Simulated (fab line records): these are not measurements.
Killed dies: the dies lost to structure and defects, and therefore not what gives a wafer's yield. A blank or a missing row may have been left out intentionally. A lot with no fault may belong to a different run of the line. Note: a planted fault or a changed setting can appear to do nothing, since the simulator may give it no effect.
Which tool is to blame? ; flow sky130 ; 11 lots, 33 wafers sampled, at 2 steps of a route of 708

WHAT THE GAUGES SHOWED, per wafer
SKY_PWDE_OVL_MEAS_07.
lot;measured;on;PWDE_OVL (nm)
L636;day 3 23:19;overlay-01;0.8 1.2 0.4
L638;day 4 13:21;overlay-02;1.6 1.0 1.0
L642;day 5 05:41;overlay-02;-1.6 1.8 0.9
L644;day 5 12:50;overlay-01;0.9 2.0 2.7
L645;day 5 23:43;overlay-01;0.3 0.4 -2.3
L646;day 6 07:23;overlay-01;- - -
L647;day 6 12:16;overlay-01;0.6 1.1 1.5
L653;day 7 19:17;overlay-02;3.3 0.2 1.8
L657;day 9 04:16;overlay-02;0.9 1.3 0.4
L659;day 9 14:55;overlay-02;-1.0 1.2 -1.8
L658;day 9 15:22;overlay-01;0.7 1.6 -0.8

WHICH TOOL RAN EACH LOT (tool, then ch and the chambers of the sampled wafers, then the start)
lot;SKY_PWDE_EXPOSE_04
L636;iline stepper-02 ch 0, day 3 15:34
L638;iline stepper-02 ch 0, day 4 04:59
L642;iline stepper-01 ch 0, day 4 22:04
L644;iline stepper-01 ch 0, day 5 04:34
L645;iline stepper-02 ch 0, day 5 14:59
L646;iline stepper-01 ch 0, day 5 22:37
L647;iline stepper-01 ch 0, day 6 02:40
L653;iline stepper-01 ch 0, day 7 09:46
L657;iline stepper-01 ch 0, day 8 18:25
L659;iline stepper-02 ch 0, day 9 04:04
L658;iline stepper-01 ch 0, day 9 05:05
- SKY_PWDE_EXPOSE_04: exposes mask PWDEM, target cd 840 nm.

THE ANSWER, worked out from the rows above alone
Rule: the lots themselves supply what counts as usual. Put in order of their means at a reading, lots are off if they are a third of the lots or fewer, leave a main group of 4 or more, and stand apart from it by a gap of 3 or more times the standard deviation of the main group's means; of several such gaps the widest counts. If all means in a main group match to the digits the tables above print for the reading, that group is not used. A lot without any number at a reading at which 4 lots or more have one is off too. All remaining lots with rows at the step are treated as sound.
Off: at SKY_PWDE_OVL_MEAS_07 (PWDE_OVL), L646. Without a number there: L646. The main group has a mean of 0.7 nm with a standard deviation of 0.78.
A tool fits if, at a process step before that reading, it ran every lot that is off, and no sound lot after the first of them. Those tools and the gauges at SKY_PWDE_OVL_MEAS_07 are tried in the same way. No candidate that was tried fits.

WHAT THE SIMULATOR HAD PUT IN
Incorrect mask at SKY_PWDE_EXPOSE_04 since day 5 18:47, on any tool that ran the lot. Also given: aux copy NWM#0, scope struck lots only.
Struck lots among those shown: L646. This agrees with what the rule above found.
